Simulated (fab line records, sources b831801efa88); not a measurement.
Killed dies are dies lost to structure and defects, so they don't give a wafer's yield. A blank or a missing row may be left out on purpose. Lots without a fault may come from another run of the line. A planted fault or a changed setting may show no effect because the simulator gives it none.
Which tool did it? | flow gf180mcu | 6 lots, 18 wafers sampled, at 1 step of a route of 602

WHAT THE GAUGES READ, wafer by wafer
GF_POLY_GATE_CD_MEAS_18.
lot  | measured     | on        | cd_nm (nm)
L768 | day 9 22:31  | cd_sem-01 | 279.3 279.5 276.9
L773 | day 11 13:59 | cd_sem-02 | 280.7 280.1 280.1
L778 | day 12 21:05 | cd_sem-02 | 282.5 283.7 285.7
L780 | day 13 09:02 | cd_sem-02 | 275.9 280.3 278.2
L782 | day 14 03:10 | cd_sem-02 | 278.3 278.8 277.7
L787 | day 15 15:12 | cd_sem-02 | 280.8 282.9 281.4

WHICH TOOL RAN EACH LOT (tool, then ch and the chambers of the sampled wafers, then the start)
The record holds no process step before these readings.

THE ANSWER, worked out from the rows above alone
Rule: what is usual is taken from the lots themselves. Put in order of their means at a reading, lots are off if they are a third of the lots or fewer, leave a main group of 4 or more, and stand apart from it by a gap of 3 or more times the standard deviation of the main group's means; of several such gaps the widest counts. A main group whose means are all the same, to the digits that the tables above print for the reading, isn't used. A lot without any number at a reading at which 4 lots or more have one is off too. The other lots that the step has rows for count as sound.
No lot is off at any reading shown: from this, nothing can be told.

WHAT THE SIMULATOR HAD PUT IN
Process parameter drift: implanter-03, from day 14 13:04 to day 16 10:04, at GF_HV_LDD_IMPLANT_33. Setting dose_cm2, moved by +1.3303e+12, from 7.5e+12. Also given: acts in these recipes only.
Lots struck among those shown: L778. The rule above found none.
